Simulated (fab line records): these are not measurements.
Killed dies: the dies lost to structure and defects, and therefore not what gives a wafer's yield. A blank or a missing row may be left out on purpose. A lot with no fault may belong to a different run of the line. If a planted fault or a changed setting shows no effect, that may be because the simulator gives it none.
Which of the tools did it? || flow sky130 || Sampling: 7 lots, 21 wafers, 2 of 708 route steps

WHAT THE GAUGES READ, wafer by wafer
SKY_SONOS_TUNNEL_TW_MEAS_12.
{"lot": "L317", "measured": "day 12 14:19", "on": "film-metro-04", "SONOS_TUNNEL_TW": "193.4 194.9 195.1"}
{"lot": "L318", "measured": "day 13 03:07", "on": "film-metro-02", "SONOS_TUNNEL_TW": "198.2 198.1 198.6"}
{"lot": "L321", "measured": "day 13 13:55", "on": "film-metro-04", "SONOS_TUNNEL_TW": "194.7 194.5 194.6"}
{"lot": "L324", "measured": "day 14 17:41", "on": "film-metro-04", "SONOS_TUNNEL_TW": "195.0 195.5 195.4"}
{"lot": "L326", "measured": "day 15 01:27", "on": "film-metro-02", "SONOS_TUNNEL_TW": "196.4 196.2 197.1"}
{"lot": "L328", "measured": "day 15 18:16", "on": "film-metro-03", "SONOS_TUNNEL_TW": "29.7 29.7 29.6"}
{"lot": "L337", "measured": "day 18 23:35", "on": "film-metro-03", "SONOS_TUNNEL_TW": "197.2 197.3 196.1"}

EACH LOT AND THE TOOL THAT RAN IT (in order: tool; ch and the chambers of the sampled wafers; start)
{"lot": "L317", "SKY_VT_ADJUST_PCH_STRIP_09": "plasma-asher-01 ch 0,1, day 11 15:04"}
{"lot": "L318", "SKY_VT_ADJUST_PCH_STRIP_09": "plasma-asher-01 ch 0,1, day 12 02:29"}
{"lot": "L321", "SKY_VT_ADJUST_PCH_STRIP_09": "plasma-asher-02 ch 0,1, day 12 12:10"}
{"lot": "L324", "SKY_VT_ADJUST_PCH_STRIP_09": "plasma-asher-04 ch 0,1, day 13 15:40"}
{"lot": "L326", "SKY_VT_ADJUST_PCH_STRIP_09": "plasma-asher-01 ch 0, day 13 22:54"}
{"lot": "L328", "SKY_VT_ADJUST_PCH_STRIP_09": "plasma-asher-02 ch 0,1, day 14 14:42"}
{"lot": "L337", "SKY_VT_ADJUST_PCH_STRIP_09": "plasma-asher-04 ch 0,1, day 17 17:19"}
- SKY_VT_ADJUST_PCH_STRIP_09: strips in O2/N2.

THE ANSWER, worked out from the rows above alone
Rule: the usual values come from the lots themselves. The widest of any qualifying gaps counts: lots, ordered by their means at a reading, are off when they make up no more than a third of the lots, leave a main group of 4 or more, and stand apart from it by 3 or more times the standard deviation of that group's means. If all means in a main group match to the digits the tables above print for the reading, that group is not used. A lot without any number at a reading at which 4 lots or more have one is off too. All remaining lots with rows at the step are treated as sound.
Off: L328, seen at SKY_SONOS_TUNNEL_TW_MEAS_12 (SONOS_TUNNEL_TW). Main group: mean 196.0, sd 1.4.
A tool fits if, at a process step before that reading, it ran every lot that is off, and no sound lot after the first of them. Gauges at SKY_SONOS_TUNNEL_TW_MEAS_12: tried the same way as those tools. One candidate fits, namely plasma-asher-02 at SKY_VT_ADJUST_PCH_STRIP_09. A fault onset in the window from L321 (day 12 12:10, its last sound lot) to L328 (day 14 14:42, its first lot off) fits.

WHAT HAD BEEN PUT IN BY THE SIMULATOR
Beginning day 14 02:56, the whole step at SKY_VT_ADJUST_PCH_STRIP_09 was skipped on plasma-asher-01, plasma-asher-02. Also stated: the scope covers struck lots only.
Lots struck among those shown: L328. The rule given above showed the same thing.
